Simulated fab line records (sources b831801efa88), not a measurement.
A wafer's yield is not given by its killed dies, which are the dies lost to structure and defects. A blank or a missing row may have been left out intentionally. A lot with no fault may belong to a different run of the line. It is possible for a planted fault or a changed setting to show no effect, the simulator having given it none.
Which tool was responsible? / flow sky130 / 39 wafers from 13 lots sampled at 4 of the route's 708 steps

## WHAT EACH GAUGE READ, for each wafer
SKY_POLY_GATE_THK_MEAS_04.
lot=L282; measured=day 15 09:10; on=film metro-01; POLY_GATE_CVD_03_THK (nm)=74.1 74.8 73.9
lot=L281; measured=day 15 05:04; on=film metro-01; POLY_GATE_CVD_03_THK (nm)=74.9 74.9 74.8
lot=L294; measured=day 20 06:29; on=film metro-02; POLY_GATE_CVD_03_THK (nm)=73.8 73.9 73.9
lot=L295; measured=day 20 06:29; on=film metro-04; POLY_GATE_CVD_03_THK (nm)=74.8 74.8 75.0
lot=L296; measured=day 21 05:46; on=film metro-01; POLY_GATE_CVD_03_THK (nm)=74.1 74.4 73.9
lot=L297; measured=day 21 09:47; on=film metro-04; POLY_GATE_CVD_03_THK (nm)=75.3 74.8 75.3
lot=L299; measured=day 21 19:44; on=film metro-01; POLY_GATE_CVD_03_THK (nm)=75.5 75.2 75.5
lot=L300; measured=day 22 10:26; on=film metro-01; POLY_GATE_CVD_03_THK (nm)=75.9 75.2 76.1
lot=L302; measured=day 22 16:13; on=film metro-01; POLY_GATE_CVD_03_THK (nm)=75.4 75.5 75.2
lot=L303; measured=day 22 23:12; on=film metro-01; POLY_GATE_CVD_03_THK (nm)=74.8 75.0 74.7
lot=L304; measured=day 24 01:11; on=film metro-04; POLY_GATE_CVD_03_THK (nm)=75.1 75.2 75.0

SKY_POLY_GATE_OVL_MEAS_14.
lot=L282; measured=day 16 13:16; on=overlay-02; POLY_GATE_OVL (nm)=0 -1 -2
lot=L281; measured=day 16 08:58; on=overlay-01; POLY_GATE_OVL (nm)=5 4 2
lot=L294; measured=day 21 11:58; on=overlay-02; POLY_GATE_OVL (nm)=-3 -3 -4
lot=L295; measured=day 21 12:05; on=overlay-01; POLY_GATE_OVL (nm)=6 11 6
lot=L296; measured=day 22 12:13; on=overlay-02; POLY_GATE_OVL (nm)=10 5 8
lot=L297; measured=day 22 16:35; on=overlay-01; POLY_GATE_OVL (nm)=2 8 4
lot=L299; measured=day 23 01:40; on=overlay-02; POLY_GATE_OVL (nm)=2 6 4
lot=L300; measured=day 23 16:01; on=overlay-02; POLY_GATE_OVL (nm)=-2 1 1
lot=L302; measured=day 23 22:46; on=overlay-01; POLY_GATE_OVL (nm)=2 2 6
lot=L303; measured=day 24 05:31; on=overlay-02; POLY_GATE_OVL (nm)=-1 6 -1
lot=L304; measured=day 25 06:37; on=overlay-01; POLY_GATE_OVL (nm)=1 0 6

## WHAT TOOL EACH LOT RAN ON (gives the tool, then ch and the chambers of the sampled wafers, and finally the start)
lot=L282; SKY_VT_ADJUST_PCH_STRIP_09=plasma asher-01 ch 0,1, day 10 11:41; SKY_GATE_OXIDE_STRIP_13=plasma asher-02 ch 0, day 13 22:36
lot=L281; SKY_VT_ADJUST_PCH_STRIP_09=plasma asher-01 ch 0,1, day 10 12:05; SKY_GATE_OXIDE_STRIP_13=plasma asher-02 ch 0,1, day 13 20:14
lot=L292; SKY_VT_ADJUST_PCH_STRIP_09=plasma asher-01 ch 0, day 13 23:59; SKY_GATE_OXIDE_STRIP_13=plasma asher-03 ch 0,1, day 17 17:13
lot=L293; SKY_VT_ADJUST_PCH_STRIP_09=plasma asher-03 ch 0,1, day 14 08:36; SKY_GATE_OXIDE_STRIP_13=plasma asher-03 ch 0,1, day 18 03:31
lot=L294; SKY_VT_ADJUST_PCH_STRIP_09=plasma asher-03 ch 0, day 14 20:09; SKY_GATE_OXIDE_STRIP_13=plasma asher-04 ch 0,1, day 18 14:26
lot=L295; SKY_VT_ADJUST_PCH_STRIP_09=plasma asher-01 ch 0,1, day 14 20:25; SKY_GATE_OXIDE_STRIP_13=plasma asher-04 ch 0,1, day 18 17:29
lot=L296; SKY_VT_ADJUST_PCH_STRIP_09=plasma asher-02 ch 0,1, day 15 12:14; SKY_GATE_OXIDE_STRIP_13=plasma asher-03 ch 0,1, day 19 13:30
lot=L297; SKY_VT_ADJUST_PCH_STRIP_09=plasma asher-02 ch 0,1, day 15 21:38; SKY_GATE_OXIDE_STRIP_13=plasma asher-03 ch 0,1, day 19 22:20
lot=L299; SKY_VT_ADJUST_PCH_STRIP_09=plasma asher-03 ch 0,1, day 16 07:32; SKY_GATE_OXIDE_STRIP_13=plasma asher-03 ch 0,1, day 20 08:38
lot=L300; SKY_VT_ADJUST_PCH_STRIP_09=plasma asher-01 ch 0, day 16 18:12; SKY_GATE_OXIDE_STRIP_13=plasma asher-04 ch 0,1, day 20 21:13
lot=L302; SKY_VT_ADJUST_PCH_STRIP_09=plasma asher-01 ch 0, day 17 00:56; SKY_GATE_OXIDE_STRIP_13=plasma asher-03 ch 0,1, day 21 04:54
lot=L303; SKY_VT_ADJUST_PCH_STRIP_09=plasma asher-01 ch 0,1, day 17 09:21; SKY_GATE_OXIDE_STRIP_13=plasma asher-04 ch 0,1, day 21 11:53
lot=L304; SKY_VT_ADJUST_PCH_STRIP_09=plasma asher-03 ch 0,1, day 18 09:11; SKY_GATE_OXIDE_STRIP_13=plasma asher-03 ch 0,1, day 22 14:54
- SKY_VT_ADJUST_PCH_STRIP_09: strips in O2/N2.
- SKY_GATE_OXIDE_STRIP_13: strips in O2/N2.

## AS READ BY THE TOOLS THEMSELVES (means over the sampled wafers that have a number; for cases with no such wafer, the mark the record gives instead)
SKY_VT_ADJUST_PCH_STRIP_09.
lot=L282; tool=plasma asher-01; chamber pressure mTorr (mTorr)=1501.9; drypump motor current A (A)=6.2; oes product au (a.u.)=0.720; strip time to endpoint s (s)=36.89
lot=L281; tool=plasma asher-01; chamber pressure mTorr (mTorr)=1500.1; drypump motor current A (A)=6.2; oes product au (a.u.)=0.719; strip time to endpoint s (s)=36.88
lot=L292; tool=plasma asher-01; chamber pressure mTorr (mTorr)=1501.3; drypump motor current A (A)=6.7; oes product au (a.u.)=0.721; strip time to endpoint s (s)=37.01
lot=L293; tool=plasma asher-03; chamber pressure mTorr (mTorr)=1500.0; drypump motor current A (A)=5.9; oes product au (a.u.)=0.721; strip time to endpoint s (s)=37.00
lot=L294; tool=plasma asher-03; chamber pressure mTorr (mTorr)=1498.9; drypump motor current A (A)=5.5; oes product au (a.u.)=0.725; strip time to endpoint s (s)=37.05
lot=L295; tool=plasma asher-01; chamber pressure mTorr (mTorr)=1499.4; drypump motor current A (A)=6.2; oes product au (a.u.)=0.722; strip time to endpoint s (s)=37.00
lot=L296; tool=plasma asher-02; chamber pressure mTorr (mTorr)=1499.3; drypump motor current A (A)=5.8; oes product au (a.u.)=0.721; strip time to endpoint s (s)=36.94
lot=L297; tool=plasma asher-02; chamber pressure mTorr (mTorr)=1499.9; drypump motor current A (A)=5.8; oes product au (a.u.)=0.721; strip time to endpoint s (s)=37.13
lot=L299; tool=plasma asher-03; chamber pressure mTorr (mTorr)=1500.5; drypump motor current A (A)=6.0; oes product au (a.u.)=0.726; strip time to endpoint s (s)=36.91
lot=L300; tool=plasma asher-01; chamber pressure mTorr (mTorr)=1500.2; drypump motor current A (A)=6.7; oes product au (a.u.)=0.722; strip time to endpoint s (s)=36.99
lot=L302; tool=plasma asher-01; chamber pressure mTorr (mTorr)=1502.0; drypump motor current A (A)=6.7; oes product au (a.u.)=0.719; strip time to endpoint s (s)=36.93
lot=L303; tool=plasma asher-01; chamber pressure mTorr (mTorr)=1500.6; drypump motor current A (A)=6.4; oes product au (a.u.)=0.723; strip time to endpoint s (s)=36.91
lot=L304; tool=plasma asher-03; chamber pressure mTorr (mTorr)=1500.8; drypump motor current A (A)=5.8; oes product au (a.u.)=0.722; strip time to endpoint s (s)=37.06

SKY_GATE_OXIDE_STRIP_13.
lot=L282; tool=plasma asher-02; chamber pressure mTorr (mTorr)=1502.1; drypump motor current A (A)=6.0; oes product au (a.u.)=0.717; strip time to endpoint s (s)=14.17
lot=L281; tool=plasma asher-02; chamber pressure mTorr (mTorr)=1500.6; drypump motor current A (A)=6.0; oes product au (a.u.)=0.717; strip time to endpoint s (s)=14.22
lot=L292; tool=plasma asher-03; chamber pressure mTorr (mTorr)=-; drypump motor current A (A)=-; oes product au (a.u.)=-; strip time to endpoint s (s)=-
lot=L293; tool=plasma asher-03; chamber pressure mTorr (mTorr)=-; drypump motor current A (A)=-; oes product au (a.u.)=-; strip time to endpoint s (s)=-
lot=L294; tool=plasma asher-04; chamber pressure mTorr (mTorr)=1498.7; drypump motor current A (A)=5.7; oes product au (a.u.)=0.719; strip time to endpoint s (s)=14.21
lot=L295; tool=plasma asher-04; chamber pressure mTorr (mTorr)=1500.1; drypump motor current A (A)=5.7; oes product au (a.u.)=0.713; strip time to endpoint s (s)=14.16
lot=L296; tool=plasma asher-03; chamber pressure mTorr (mTorr)=1499.6; drypump motor current A (A)=5.7; oes product au (a.u.)=0.715; strip time to endpoint s (s)=14.16
lot=L297; tool=plasma asher-03; chamber pressure mTorr (mTorr)=1500.0; drypump motor current A (A)=5.9; oes product au (a.u.)=0.718; strip time to endpoint s (s)=14.17
lot=L299; tool=plasma asher-03; chamber pressure mTorr (mTorr)=1499.7; drypump motor current A (A)=5.9; oes product au (a.u.)=0.709; strip time to endpoint s (s)=14.12
lot=L300; tool=plasma asher-04; chamber pressure mTorr (mTorr)=1499.3; drypump motor current A (A)=5.7; oes product au (a.u.)=0.715; strip time to endpoint s (s)=14.20
lot=L302; tool=plasma asher-03; chamber pressure mTorr (mTorr)=1499.0; drypump motor current A (A)=5.8; oes product au (a.u.)=0.715; strip time to endpoint s (s)=14.15
lot=L303; tool=plasma asher-04; chamber pressure mTorr (mTorr)=1499.7; drypump motor current A (A)=6.1; oes product au (a.u.)=0.715; strip time to endpoint s (s)=14.15
lot=L304; tool=plasma asher-03; chamber pressure mTorr (mTorr)=1499.6; drypump motor current A (A)=5.7; oes product au (a.u.)=0.716; strip time to endpoint s (s)=14.20

## THE ANSWER, worked out from the rows above alone
Rule: what is usual is taken from the lots themselves. The widest of any qualifying gaps counts: lots, ordered by their means at a reading, are off when they make up no more than a third of the lots, leave a main group of 4 or more, and stand apart from it by 3 or more times the standard deviation of that group's means. Not used: any main group whose means are identical at the precision the tables above print for the reading. A lot without any number at a reading at which 4 lots or more have one is off too. Where the step has rows for the other lots, those lots are counted as sound. The gauges are gone through in route order, then the tools' own readings, and for those a lot's mean is taken as printed above. At the first step where some lot is off, the reading lying furthest off is the one used; lots without a number count as furthest.
Off: L292, L293 (SKY_GATE_OXIDE_STRIP_13, chamber pressure mTorr). Without a number there: L292, L293. The main group has a mean of 1499.9 mTorr with a standard deviation of 0.86.
If a tool, at that step or one of the process steps before it, ran each lot that is off and ran no sound lot following the first of them, it fits. No candidate that was tried fits.

## WHAT HAD BEEN PUT IN BY THE SIMULATOR
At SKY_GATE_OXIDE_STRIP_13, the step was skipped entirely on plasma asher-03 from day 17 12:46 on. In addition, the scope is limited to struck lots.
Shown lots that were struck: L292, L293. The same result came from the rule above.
